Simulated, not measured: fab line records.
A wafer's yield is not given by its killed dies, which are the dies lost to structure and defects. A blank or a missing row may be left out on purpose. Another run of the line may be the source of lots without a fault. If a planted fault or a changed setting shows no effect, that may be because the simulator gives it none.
The tool behind it: which one? -- flow gf180mcu -- Sampling: 13 lots, 39 wafers, 5 of 602 route steps

## WHAT THE GAUGES SHOWED, per wafer
GF_HV_LDD_TW_MEAS_38.
lot,measured,on,HV_LDD_3_TW
L444,day 11 12:17,filmMetro-01,1426 1424 1416
L446,day 12 01:12,filmMetro-03,1438 1434 1429
L447,day 12 10:28,filmMetro-03,1430 1434 1428
L448,day 12 22:19,filmMetro-03,1431 1427 1422
L449,day 13 08:49,filmMetro-04,1426 1424 1427
L454,day 14 20:58,filmMetro-03,1430 1435 1438
L455,day 15 05:45,filmMetro-04,1433 1439 1438
L456,day 15 11:16,filmMetro-04,1440 1441 1435
L458,day 16 03:04,filmMetro-03,1441 1443 1434
L463,day 17 18:00,filmMetro-03,1469 1477 1473
L464,day 18 02:10,filmMetro-04,1427 1425 1419
L465,day 18 09:33,filmMetro-03,1472 1472 1471
L466,day 18 15:00,filmMetro-03,1472 1477 1474

GF_HV_LDD_RS_MEAS_53: a four-point-probe measurement.
lot,measured,on,HV_LDD_RS (ohm/sq)
L444,day 12 07:14,filmMetro-04,416.4 416.8 416.7
L446,day 12 21:44,filmMetro-03,417.5 418.1 417.3
L447,day 13 06:59,filmMetro-04,417.5 417.0 418.2
L448,day 13 18:47,filmMetro-03,418.2 418.2 419.1
L449,day 14 05:05,filmMetro-04,418.5 417.4 417.0
L454,day 15 19:22,filmMetro-04,418.7 419.1 418.0
L455,day 16 04:02,filmMetro-01,420.1 418.7 419.0
L456,day 16 10:20,filmMetro-04,419.0 416.5 417.4
L458,day 17 02:22,filmMetro-01,416.6 418.3 417.8
L463,day 18 17:50,filmMetro-01,413.6 412.6 414.1
L464,day 19 01:47,filmMetro-03,416.3 417.1 417.0
L465,day 19 08:47,filmMetro-04,413.0 413.6 413.6
L466,day 19 14:55,filmMetro-03,413.9 415.2 414.3

GF_PSD_RS_MEAS_15: a four-point-probe measurement.
lot,measured,on,PSD_RS (ohm/sq)
L444,day 14 03:31,filmMetro-04,108.20 108.37 108.29
L446,day 14 19:20,filmMetro-02,108.38 108.15 108.37
L447,day 15 04:08,filmMetro-03,108.18 108.61 108.52
L448,day 15 16:48,filmMetro-02,108.54 108.61 108.36
L449,day 16 04:40,filmMetro-04,107.96 108.31 108.32
L454,day 17 19:41,filmMetro-02,108.40 108.37 108.25
L455,day 18 03:53,filmMetro-03,108.66 108.89 108.92
L456,day 18 10:01,filmMetro-03,108.86 108.65 108.57
L458,day 19 04:38,filmMetro-04,108.39 109.19 108.39
L463,day 20 21:50,filmMetro-04,108.39 108.64 108.58
L464,day 21 05:16,filmMetro-04,108.84 108.68 108.82
L465,day 21 11:49,filmMetro-02,108.81 108.56 108.17
L466,day 21 18:38,filmMetro-04,108.33 107.94 108.57

GF_V1_THK_MEAS_01.
lot,measured,on,V1_CVD_00_THK (nm)
L444,day 17 00:14,filmMetro-04,604 602 604
L446,day 17 17:31,filmMetro-02,591 597 589
L447,day 18 02:50,filmMetro-02,602 602 593
L448,day 18 17:13,filmMetro-02,601 594 607
L449,day 19 06:02,filmMetro-01,599 600 604
L454,day 20 23:39,filmMetro-02,589 598 591
L455,day 21 07:22,filmMetro-02,605 600 601
L456,day 21 15:11,filmMetro-02,596 601 598
L458,day 22 07:41,filmMetro-02,591 589 597
L463,day 23 23:53,filmMetro-04,600 604 609
L464,day 24 04:50,filmMetro-04,592 593 593
L465,day 24 12:50,filmMetro-01,603 597 600
L466,day 24 19:29,filmMetro-02,595 592 603

## WHICH TOOL RAN EACH LOT (tool, then ch and the chambers of the sampled wafers, then the start)
lot,GF_HV_LDD_IMPLANT_35
L444,"implanter-03 ch 0, day 11 11:55"
L446,"implanter-03 ch 0, day 12 00:48"
L447,"implanter-03 ch 0, day 12 10:04"
L448,"implanter-04 ch 0, day 12 21:55"
L449,"implanter-04 ch 0, day 13 08:27"
L454,"implanter-03 ch 0, day 14 20:35"
L455,"implanter-03 ch 0, day 15 05:21"
L456,"implanter-03 ch 0, day 15 10:52"
L458,"implanter-03 ch 0, day 16 02:40"
L463,"implanter-03 ch 0, day 17 17:31"
L464,"implanter-02 ch 0, day 18 01:46"
L465,"implanter-03 ch 0, day 18 09:09"
L466,"implanter-03 ch 0, day 18 14:35"
- GF_HV_LDD_IMPLANT_35

## AS READ BY THE TOOLS THEMSELVES (means over the sampled wafers that have a number; for cases with no such wafer, the mark the record gives instead)
GF_HV_LDD_IMPLANT_35.
lot,tool,doseIonsCm2,faradayCurrentUA
L444,implanter-03,7.504e+12,43.0
L446,implanter-03,7.508e+12,42.9
L447,implanter-03,7.498e+12,42.6
L448,implanter-04,7.509e+12,42.7
L449,implanter-04,7.503e+12,42.1
L454,implanter-03,7.503e+12,42.1
L455,implanter-03,7.499e+12,42.4
L456,implanter-03,7.505e+12,42.1
L458,implanter-03,7.506e+12,41.3
L463,implanter-03,9.292e+12,53.4
L464,implanter-02,7.506e+12,42.7
L465,implanter-03,9.284e+12,52.0
L466,implanter-03,9.297e+12,52.2

## THE ANSWER, worked out from the rows above alone
Rule: usual is defined by the lots themselves. The widest of any qualifying gaps counts: lots, ordered by their means at a reading, are off when they make up no more than a third of the lots, leave a main group of 4 or more, and stand apart from it by 3 or more times the standard deviation of that group's means. A main group is skipped when, at the precision printed for the reading in the tables above, its means are all equal. Also off: a lot with no number at a reading for which 4 or more lots have one. All remaining lots with rows at the step are treated as sound. First the gauges in route order, then the tools' own readings, where a lot's mean is used as printed above. At the first step where some lot is off, the reading lying furthest off is the one used; lots without a number count as furthest.
Off: L463, L465, L466, at GF_HV_LDD_TW_MEAS_38 (HV_LDD_3_TW). For the main group the mean is 1431 and the standard deviation 6.
A tool fits if, at a process step before that reading, it ran every lot that is off, and no sound lot after the first of them. Not tried: the gauges at GF_HV_LDD_TW_MEAS_38; whatever is off there is also off at GF_HV_LDD_IMPLANT_35, on other tools, and gauge error can't account for it. One candidate fits, namely implanter-03 at GF_HV_LDD_IMPLANT_35. A fault onset in the window from L458 (day 16 02:40, its last sound lot) to L463 (day 17 17:31, its first lot off) fits.
The tool's own readings at GF_HV_LDD_IMPLANT_35 bear it out: on the lots that are off they differ by more than 5 times the standard deviation of the sound lots' means. doseIonsCm2 reads 9.291e+12 there against 7.504e+12 on the sound lots; faradayCurrentUA reads 52.5 there against 42.4 on the sound lots.

## WHAT THE SIMULATOR PUT IN
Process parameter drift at GF_HV_LDD_IMPLANT_35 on implanter-03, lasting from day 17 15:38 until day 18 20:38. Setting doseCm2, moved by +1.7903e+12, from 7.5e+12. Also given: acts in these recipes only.
Shown lots that were struck: L463, L465, L466. The rule above reached the same finding.
